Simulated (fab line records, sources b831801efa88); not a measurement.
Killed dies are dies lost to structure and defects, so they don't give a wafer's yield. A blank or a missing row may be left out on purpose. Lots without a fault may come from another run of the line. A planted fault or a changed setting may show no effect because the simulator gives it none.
Chamber matching | flow sky130 | SKY_CONTACT_ETCH_16 on rie_diel-03: 4 sister chambers
The step etches BARC in N2/H2, stops on SiO2, time 45.9 s, target depth 60 nm. 14 wafers are shown with their chamber, then 7 later ones without.

WAFERS WITH THEIR CHAMBER
wafer  | chamber | drypump_motor_current_A (A) | bias_w (W) | throttle_valve_pct (%)
L077.1 | 1       | 5.3                         | 100.0      | 13.242
L077.4 | 3       | 6.7                         | 99.3       | 13.237
L077.6 | 0       | 5.6                         | 99.9       | 13.218
L081.2 | 3       | 6.7                         | 100.0      | 13.223
L081.5 | 1       | 5.3                         | 100.4      | 13.216
L081.6 | 2       | 5.0                         | 99.8       | 13.216
L082.2 | 1       | 5.3                         | 100.1      | 13.222
L082.3 | 0       | 5.6                         | 100.0      | 13.227
L082.6 | 2       | 5.0                         | 99.9       | 13.223
L085.1 | 1       | 5.3                         | 100.3      | 13.220
L085.2 | 2       | 5.0                         | 99.8       | 13.212
L085.5 | 2       | 5.1                         | 99.9       | 13.223
L090.1 | 1       | 5.3                         | 100.3      | 13.231
L090.3 | 3       | 6.7                         | 100.2      | 13.222

SIGNATURES (means of the wafers above)
reading                 | chamber 0 | chamber 1 | chamber 2 | chamber 3 | scatter within a chamber
drypump_motor_current_A | 5.600     | 5.300     | 5.025     | 6.700     | 0.0274
bias_w                  | 99.950    | 100.220   | 99.850    | 99.833    | 0.239
throttle_valve_pct      | 13.22250  | 13.22620  | 13.21850  | 13.22733  | 0.00838
Rule: a wafer's distance from a chamber is the root of the sum, over the readings, of the square of ((its reading less the chamber's mean) divided by the reading's scatter). The wafer belongs to the nearest chamber; if the next one is less than 2 further off, it can't be placed. The scatter: the root of (the sum of the squares of (reading less its chamber's mean) over the shown wafers, divided by (wafers less chambers)).

WAFERS WITHOUT THEIR CHAMBER
wafer  | drypump_motor_current_A (A) | bias_w (W) | throttle_valve_pct (%)
L090.6 | 6.7                         | 99.2       | 13.237
L092.1 | 6.7                         | 100.4      | 13.223
L092.2 | 5.0                         | 99.9       | 13.244
L092.6 | 5.3                         | 99.9       | 13.227
L097.3 | 5.3                         | 99.8       | 13.225
L097.4 | 5.1                         | 99.7       | 13.229
L097.5 | 5.1                         | 100.2      | 13.215

WHICH CHAMBER EACH WENT THROUGH
wafer  | from the rows above | in truth
L090.6 | 3                   | 3
L092.1 | 3                   | 3
L092.2 | 2                   | 2
L092.6 | 1                   | 1
L097.3 | 1                   | 1
L097.4 | 2                   | 2
L097.5 | 2                   | 2
Placed correctly: 7 of 7. Can't be placed from these rows: 0. Placed wrongly: 0.
